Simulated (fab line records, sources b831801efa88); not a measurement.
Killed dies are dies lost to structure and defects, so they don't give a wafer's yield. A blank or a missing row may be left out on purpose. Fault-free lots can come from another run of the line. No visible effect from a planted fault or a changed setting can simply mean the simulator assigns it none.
Chamber matching | flow sky130 | SKY_VIA3_CMP_24 on cmp-02: 4 sister chambers
The step polishes, stops on SiO2, t overpolish 20 s, target thk 0 nm. 18 wafers are shown with their chamber, then 9 later ones without.

WAFERS PAIRED WITH THEIR CHAMBERS
wafer  | chamber | motor current A (A) | time to endpoint s (s) | overpolish run s (s)
L357.1 | 1       | 9.7                 | 95                     | 20.009
L357.3 | 3       | 10.3                | 95                     | 20.009
L357.5 | 1       | 9.6                 | 96                     | 20.004
L360.2 | 0       | 12.1                | 93                     | 19.984
L360.5 | 3       | 10.4                | 99                     | 19.988
L360.6 | 2       | 11.8                | 99                     | 20.005
L361.4 | 1       | 10.1                | 100                    | 20.005
L361.5 | 0       | 11.3                | 97                     | 20.014
L361.6 | 1       | 9.1                 | 100                    | 19.999
L363.2 | 1       | 9.7                 | 97                     | 20.014
L363.4 | 2       | 11.6                | 98                     | 20.002
L363.5 | 1       | 9.1                 | 97                     | 20.008
L364.4 | 2       | 11.4                | 93                     | 19.997
L364.5 | 1       | 9.4                 | 98                     | 19.998
L364.6 | 2       | 11.2                | 98                     | 20.000
L367.1 | 3       | 10.6                | 97                     | 19.989
L367.4 | 2       | 10.5                | 105                    | 19.980
L367.5 | 1       | 9.7                 | 104                    | 19.992

SIGNATURES (means of the wafers above)
reading            | chamber 0 | chamber 1 | chamber 2 | chamber 3 | scatter within a chamber
motor current A    | 11.700    | 9.550     | 11.300    | 10.433    | 0.393
time to endpoint s | 95.00     | 98.38     | 98.60     | 97.00     | 3.24
overpolish run s   | 19.99900  | 20.00362  | 19.99680  | 19.99533  | 0.0102
Rule: for a wafer and a chamber, the distance is found by dividing, reading by reading, the gap between the wafer's reading and the chamber's mean by the reading's scatter, squaring, summing and taking the root. If the next closest chamber is less than 2 further off than the closest, the wafer can't be placed; otherwise it belongs to the closest. How the scatter is found: for the shown wafers, subtract from each reading the mean of its chamber, square and add these, divide the total by (wafers less chambers), then take the root.

WAFERS WITH NO CHAMBER GIVEN
wafer  | motor current A (A) | time to endpoint s (s) | overpolish run s (s)
L369.3 | 11.0                | 94                     | 19.996
L369.4 | 11.9                | 93                     | 20.031
L369.6 | 10.4                | 92                     | 20.004
L375.1 | 11.5                | 96                     | 19.998
L375.2 | 9.2                 | 102                    | 20.011
L375.4 | 10.1                | 95                     | 20.000
L378.2 | 11.4                | 96                     | 19.992
L378.4 | 10.2                | 96                     | 20.007
L378.5 | 11.1                | 96                     | 20.017

WHICH CHAMBER EACH ONE RAN IN
wafer  | from the rows above               | in truth
L369.3 | can't be placed: 2 or 3 or 0      | 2
L369.4 | can't be placed: 0 or 2           | 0
L369.6 | can't be placed: 3 or 1 or 2 or 0 | 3
L375.1 | can't be placed: 0 or 2           | 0
L375.2 | 1                                 | 1
L375.4 | can't be placed: 3 or 1           | 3
L378.2 | can't be placed: 2 or 0 or 3      | 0
L378.4 | can't be placed: 3 or 1 or 2      | 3
L378.5 | can't be placed: 2 or 0 or 3      | 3
Placed correctly: 1 of 9. Unplaceable from these rows: 8, with the true chamber sitting among the candidates in 8. Wrongly placed: 0.
